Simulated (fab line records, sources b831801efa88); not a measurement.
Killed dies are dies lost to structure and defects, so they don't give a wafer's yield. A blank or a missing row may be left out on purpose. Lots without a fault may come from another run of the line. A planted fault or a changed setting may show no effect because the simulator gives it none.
Which tool did it? | flow gf180mcu | 11 lots, 33 wafers sampled, at 1 step of a route of 602

WHAT THE GAUGES READ, wafer by wafer
GF_M5_OVL_MEAS_08.
lot  | measured     | on         | M5_OVL (nm)
L664 | day 26 06:20 | overlay-02 | 4 1 8
L665 | day 26 09:25 | overlay-02 | -1 -3 -5
L668 | day 27 12:28 | overlay-02 | -4 -6 -4
L669 | day 27 23:08 | overlay-02 | 7 5 1
L671 | day 28 13:45 | overlay-02 | 2 -3 0
L672 | day 28 23:38 | overlay-02 | -6 -3 0
L677 | day 30 08:58 | overlay-02 | 2 5 5
L680 | day 31 12:02 | overlay-02 | -10 3 -7
L682 | day 31 18:02 | overlay-02 | -2 0 1
L685 | day 32 14:13 | overlay-02 | 2 -2 -7
L686 | day 32 14:34 | overlay-01 | -4 -7 3

WHICH TOOL RAN EACH LOT (tool, then ch and the chambers of the sampled wafers, then the start)
The record holds no process step before these readings.

THE ANSWER, worked out from the rows above alone
Rule: what is usual is taken from the lots themselves. Put in order of their means at a reading, lots are off if they are a third of the lots or fewer, leave a main group of 4 or more, and stand apart from it by a gap of 3 or more times the standard deviation of the main group's means; of several such gaps the widest counts. A main group whose means are all the same, to the digits that the tables above print for the reading, isn't used. A lot without any number at a reading at which 4 lots or more have one is off too. The other lots that the step has rows for count as sound.
No lot is off at any reading shown: from this, nothing can be told.

WHAT THE SIMULATOR HAD PUT IN
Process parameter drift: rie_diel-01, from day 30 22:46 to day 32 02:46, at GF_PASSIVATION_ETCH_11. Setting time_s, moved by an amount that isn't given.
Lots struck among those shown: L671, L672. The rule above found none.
